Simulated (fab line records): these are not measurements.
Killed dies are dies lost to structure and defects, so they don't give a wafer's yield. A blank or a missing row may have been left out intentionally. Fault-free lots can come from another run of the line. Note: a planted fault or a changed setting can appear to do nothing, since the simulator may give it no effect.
Code-filled problem report in 8D (eight disciplines) form | flow sky130 | the parts of the form that need people (team, actions taken, sign-off) are left out

1. THE ISSUE
Mean SPACER_CVD_00_THK at SKY_SPACER_THK_MEAS_01: 46.4 nm over 6 wafers in 2 lots; fault-free wafers: 43.0 nm, standard deviation 0.41. Relative to the usual mean, that is a shift of +8.2 standard deviations.
The first sign was on wafer L236.1 at day 24 13:02, on film-metro-03. At this step, 32 wafers from 11 lots have a number in the record. Rule for "out", or "out of limits": more than 4 standard deviations from the usual mean. All remaining wafers that have a number are taken as sound.

2. WHAT IT IS, AND WHAT IT ISN'T
question                    | is                           | is not
which readings at this step | SPACER_CVD_00_THK            | -
which lots                  | L236, L237                   | L235, L244, L246, L248, L250, L251, L252, L253, L254
which wafers of those lots  | all that have a number       | -
read on which gauges        | film-metro-03, film-metro-04 | film-metro-01
when                        | from day 24 13:02            | up to then (3 sound wafers); but 23 sound wafers of L244, L246, L248, L250, L251, L252, L253, L254 came after

3. WHAT RULES OUT EACH SUSPECT
Counting: a tool at any process step up to the reading remains a suspect when it ran all the lots that are out and ran no sound lot after the first of those.
- the gauge at SKY_SPACER_THK_MEAS_01 has been ruled out. Those wafers that are out were read across 2 gauges (film-metro-03, film-metro-04).
- lpcvd-02 at SKY_SPACER_CVD_00 (deposits Si3N4 from DCS/NH3, target thk 43.1 nm, time 740 s): ruled out as a lasting fault. After its first lot that is out, L236 (day 24 11:49), sound lots L244, L246, L248, L251, L252, L250, L253, L254 ran on it.
Left after counting: nothing in the record.

4. THE CAUSE (what the simulator had put in)
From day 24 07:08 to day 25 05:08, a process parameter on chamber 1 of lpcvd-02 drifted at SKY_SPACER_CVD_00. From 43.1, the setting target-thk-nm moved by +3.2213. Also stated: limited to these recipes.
Counting ruled it out, wrongly: the rule takes a fault to strike every lot that its tool runs from its start on, and this one did not.

5. THE EFFECT CHAIN, in route order
One row per reading whose mean, taken over the struck wafers that have a number, lies over 3 standard deviations from the usual. Only readings for which the record gives a usual standard deviation are gone through. hours: the time from each lot's start at the first step in this table that gives one to its start at this step, as a median over the lots. sigmas: the change in usual standard deviations.
hours | step                   | reading           | usual      | on struck wafers | change | sigmas
0     | SKY_SPACER_THK_MEAS_01 | SPACER_CVD_00_THK | 43.0 nm    | 46.4             | +3.4   | +8.2
0     | SKY_SPACER_ETCHBACK_02 | oes-product-au    | 0.854 a.u. | 0.892            | +0.038 | +5.8
It contains these process steps:
- SKY_SPACER_ETCHBACK_02: etches Si3N4 in CH3F/O2, stops on SiO2, time 46.7 s, target depth 45 nm.
At these later measuring or inspecting steps, every struck wafer for which the step has a row has a number for every such reading, and none has moved that far: SKY_LI_CONTACT_BOW_MEAS_03.

6. HOW IT WOULD HAVE BEEN CAUGHT EARLIER
6 hours passed between the start of the fault at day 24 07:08 and the first reading out of limits at a measuring or inspecting step in this record, taken at day 24 13:02.
No tool reading at SKY_SPACER_CVD_00 that has a usual standard deviation in the record was out on any struck wafer, so an alarm limit of 4 standard deviations on those readings would not have fired.
